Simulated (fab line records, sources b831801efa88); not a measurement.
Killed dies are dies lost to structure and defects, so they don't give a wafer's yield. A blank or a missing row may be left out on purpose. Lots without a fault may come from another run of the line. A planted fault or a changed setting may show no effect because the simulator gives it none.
One fault seen from 2 desks | flow sky130 | each desk has only its own numbers; what lay behind them comes last

THE TOOL OWNER'S DESK: pecvd-04
The tool's own readings at SKY_CAP2M_CVD_00 (deposits SiO2, target thk 15.5 nm): means of the sampled wafers that have a number, for each lot that ran on this tool. A lot is out of limits, marked OUT, if its mean lies more than 4 standard deviations from the usual mean; the brackets give that distance.
Columns: A = heater_power_outer_w at SKY_CAP2M_CVD_00, usual 416 W; B = heater_power_w at SKY_CAP2M_CVD_00, usual 702 W; C = rf_fwd_power_W at SKY_CAP2M_CVD_00, usual 442.8 W
lot  | first seen here | A   | B   | C
L267 | day 43 20:38    | 345 | 628 | 442.7
L271 | day 44 08:01    | 310 | 564 | 444.9
L273 | day 44 10:28    | 341 | 620 | 442.1
L275 | day 44 23:29    | 352 | 629 | 443.4
L278 | day 46 13:36    | 349 | 620 | 443.9
This desk's finding: nothing out of limits on any of the 5 lots.

THE METROLOGY DESK
What the gauges read, lot by lot, whatever tool the lot ran on: means of the sampled wafers that have a number. A lot is out of limits, marked OUT, if its mean lies more than 4 standard deviations from the usual mean; the brackets give that distance.
Columns: A = cd_nm at SKY_METAL3_CD_MEAS_13, usual 300.0 nm; B = CAP2M_OVL at SKY_CAP2M_OVL_MEAS_12, usual -0.1 nm
lot  | first seen here | A     | B
L256 | day 38 12:40    | 298.5 | 1.8
L257 | day 38 13:58    | 298.8 | 1.3
L258 | day 39 12:19    | 301.5 | -0.2
L260 | day 40 02:28    | 298.5 | -1.0
L268 | day 42 16:22    | 300.0 | 1.5
L267 | day 42 16:41    | 298.4 | 0.2
L271 | day 43 06:44    | 299.0 | 0.7
L273 | day 43 09:55    | 299.4 | -1.0
L274 | day 43 21:41    | 301.3 | 1.5
L275 | day 43 22:56    | 300.8 | -1.0
L276 | day 44 03:43    | 301.3 | -1.1
L277 | day 45 12:37    | 300.1 | 0.5
L278 | day 45 12:58    | 301.9 | 0.6
This desk's finding: nothing out of limits on any of the 13 lots.

PUT TOGETHER
The tool owner's desk saw nothing out of limits.
The metrology desk saw nothing out of limits.

WHAT THE SIMULATOR HAD PUT IN
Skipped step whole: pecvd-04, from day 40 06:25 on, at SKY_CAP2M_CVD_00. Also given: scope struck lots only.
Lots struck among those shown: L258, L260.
